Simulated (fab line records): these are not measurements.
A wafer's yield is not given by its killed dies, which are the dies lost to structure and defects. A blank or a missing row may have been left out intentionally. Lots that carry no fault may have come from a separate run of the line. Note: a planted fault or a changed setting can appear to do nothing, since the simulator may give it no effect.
A struck lot beside a sound one    flow sky130    17 steps out of a route of 708
Sound: these wafers, L739.2, L739.5, L739.6. Wafers L753.3, L753.5, L753.6 were the ones struck. The cause comes at the end.
For every step that has rows: the tool of each side, followed by ch and its chambers, followed by its first start. Under that, the readings that differ: sound wafers    struck wafers    difference of the means    sigmas: that difference in standard deviations of wafers without a fault.
alike: readings with means less than 2 such deviations apart, plus words and numbers identical on both sides. not compared: withheld readings, readings lacking a value on some wafer, bounds such as >300 that could conceal the same value, and numbers that have no deviation in the record and whose values overlap.
Wherever a step has rows on one side only, a row that says differs or no value, or a row with sigmas, the two part there. Numbers that don't overlap but have no deviation are shown without sigmas and don't part them. A reading missing from all wafers of one side parts the sides only when that side holds two or more wafers.

first, 1 step without rows for these wafers: SKY_LDD_N_IMPLANT_15.
SKY_LDD_N_STRIP_16: strips in O2/N2.
  sound on plasmaAsher-02 ch 0,1, day 18 15:56; struck on plasmaAsher-01 ch 0,1, day 23 17:40
reading                   sound           struck          difference  sigmas
drypumpMotorCurrentA (A)  5.77 5.76 5.56  4.80 4.79 5.37  -0.71       -2
  alike: oesProductAu, stripTimeToEndpointS
  not compared: rfHoursCounterH
SKY_LDD_N_TW_MEAS_17:
  sound on filmMetro-04, day 18 16:02; struck on filmMetro-03, day 23 17:45
  alike: LDD_N_TW
then, 7 steps without rows for these wafers: SKY_LDD_P_DEHYDRATE_00 (time 60 s); SKY_LDD_P_HMDS_01 (prime time 60 s); SKY_LDD_P_COAT_02 (resist thk 1140 nm); SKY_LDD_P_SOFTBAKE_03 (time 60 s); SKY_LDD_P_EXPOSE_04 (exposes mask PSDM, target cd 380 nm); SKY_LDD_P_PEB_05; SKY_LDD_P_DEVELOP_06 (develop time 60 s).
SKY_LDD_P_CD_MEAS_07: the cd target is 380 nm.
  sound on cdSem-02, day 19 22:05; struck on cdSem-02, day 24 23:58
  alike: cdNm
SKY_LDD_P_OVL_MEAS_08:
  sound on overlay-01, day 19 22:11; struck on overlay-02, day 25 00:03
  alike: LDD_P_OVL
SKY_LDD_P_IMPLANT_09:
  sound on implanter-03 ch 0, day 19 22:14; struck on implanter-01 ch 0, day 25 00:07
reading           sound                            struck                        difference  sigmas
doseIonsCm2       1.0003e+13 1.0002e+13 9.989e+12  1.591e+12 1.59e+12 1.589e+12  -8.408e+12  -99 or more
faradayCurrentUA  57.7 54.6 56.4                   9.3 9.2 9.1                   -47.0       -43
SKY_LDD_P_STRIP_10: strips in O2/N2.
  sound on plasmaAsher-03 ch 0,1, day 19 22:22; struck on plasmaAsher-02 ch 0,1, day 25 00:16
  alike: drypumpMotorCurrentA, oesProductAu, stripTimeToEndpointS
  not compared: rfHoursCounterH
SKY_LDD_P_TW_MEAS_11:
  sound on filmMetro-02, day 19 22:29; struck on filmMetro-04, day 25 00:20
reading   sound        struck       difference  sigmas
LDD_P_TW  634 640 639  360 361 356  -279        -51
then, 1 step without rows for these wafers: SKY_LDD_HVN_DEHYDRATE_00 (time 60 s).
-- the record jumps here: 25 days lie between the struck wafers' starts before and after (it left off in module LDD_HVN and takes up again in module PAD_OPEN, whose first step shown is number 708 of the route) --
SKY_PAD_OPEN_PROBE_99:
  sound on prober-02, day 46 09:23; struck on prober-02, day 49 13:58
reading                                sound                struck                         difference  sigmas
model.etest.tipP.rsOhmSq               6999 7029 6950       3.433e+04 3.419e+04 3.536e+04  +2.763e+04  
model.etest.tipP.rsOhmSqRange          181.4 204.6 131.1    2377 2301 2042                 +2068       
model.etest.pfet_01v8.rOnOhmUm         2975 2962 2982       3096 3139 3135                 +150        
model.etest.tipP.rsOhmSqRimLessCentre  -100.9 -30.85 5.033  -1715 -256.2 -393              -746        
model.etest.pfet_01v8.driveUaUm        184.4 185.8 185.7    174.8 173.9 176.7              -10.2       
model.etest.pfet_01v8_hvt.driveUaUm    136.7 137.1 138.7    130.8 130.2 130.6              -7.0        
  alike: killed_at_M0_to_M3, killed_at_M4_up, killedAtContacts, killedAtFrontEnd, killedAtOther, killedDies, killedOpen, killedShort
  not compared: model.etest.sramPfetLatch.driveUaUm, model.etest.pfet_01v8_mvt.driveUaUm

## WHERE THEY PART
First at SKY_LDD_N_STRIP_16; last, within this record, at SKY_LDD_P_TW_MEAS_11. Later steps at which nothing parts them and some readings are alike: SKY_PAD_OPEN_PROBE_99.

WHY: whatever the simulator had introduced
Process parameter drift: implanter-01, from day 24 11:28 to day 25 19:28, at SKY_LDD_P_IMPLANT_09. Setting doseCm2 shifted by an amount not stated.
